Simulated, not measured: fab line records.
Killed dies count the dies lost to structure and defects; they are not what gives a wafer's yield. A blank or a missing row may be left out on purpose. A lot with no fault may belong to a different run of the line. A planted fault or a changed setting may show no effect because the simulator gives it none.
The same fault as seen by 2 desks :: flow sky130 :: what lay behind the numbers comes last; until then each desk has only its own

== FOR THE TOOL OWNER'S DESK: implanter-03 ==
The tool's own readings at SKY_SD_P_IMPLANT_09, given as means over the sampled wafers that have a number, one for each lot that went through this tool. The brackets show how far a lot's mean lies from the usual mean; more than 4 standard deviations puts the lot out of limits, marked OUT.
Columns: A = beamOnS at SKY_SD_P_IMPLANT_09, usual 14.0 s
lot: L990
first seen here: day 26 08:06
A: 14.7

lot: L100
first seen here: day 30 03:02
A: 14.5

lot: L105
first seen here: day 31 17:36
A: 14.7

lot: L104
first seen here: day 31 21:47
A: 14.6
Finding of this desk: none of the 4 lots has anything out of limits.

== AT THE METROLOGY DESK ==
Means of the sampled wafers that have a number, per lot and without regard to the tool the lot ran on: this is what the gauges read. The brackets show how far a lot's mean lies from the usual mean; more than 4 standard deviations puts the lot out of limits, marked OUT. 7 of its 8 readings are shown, namely those furthest out on some lot.
Columns: A = cdNm at SKY_SD_P_CD_MEAS_07, usual 380.1 nm; B = SD_P_OVL at SKY_SD_P_OVL_MEAS_08, usual 0.7 nm; C = SD_P_TW at SKY_SD_P_TW_MEAS_11, usual 2825; D = RES_XHIGH_TW at SKY_RES_XHIGH_TW_MEAS_09, usual 1634; E = cdNm at SKY_SD_N_CD_MEAS_07, usual 380.8 nm; F = SD_N_TW at SKY_SD_N_TW_MEAS_12, usual 3975; G = SD_N_RS at SKY_SD_N_RS_MEAS_16, usual 68.56 ohm/sq
lot: L990
first seen here: day 26 07:56
A: 384.3
B: 0.7
C: 2837
D: 1608
E: 383.9
F: 3925
G: 68.49

lot: L993
first seen here: day 27 19:49
A: 381.3
B: 2.1
C: 2854
D: 1655
E: 378.8
F: 3998
G: 68.54

lot: L994
first seen here: day 27 22:40
A: 379.6
B: 1.4
C: 2854
D: 1615
E: 383.0
F: 3977
G: 68.62

lot: L100
first seen here: day 30 02:53
A: 380.8
B: -0.0
C: 2840
D: 1655
E: 379.7
F: 3926
G: 68.61

lot: L105
first seen here: day 31 17:26
A: 384.6
B: -0.1
C: 2850
D: 1608
E: 382.2
F: 3911
G: 68.48

lot: L104
first seen here: day 31 21:37
A: 381.4
B: -0.6
C: 2854
D: 1612
E: 380.7
F: 4027
G: 68.61
Finding of this desk: none of the 6 lots has anything out of limits.

== BROUGHT TOGETHER ==
Nothing out of limits was seen by the tool owner's desk.
From the metrology desk's view, nothing was out of limits.

== WHAT THE SIMULATOR HAD INSERTED ==
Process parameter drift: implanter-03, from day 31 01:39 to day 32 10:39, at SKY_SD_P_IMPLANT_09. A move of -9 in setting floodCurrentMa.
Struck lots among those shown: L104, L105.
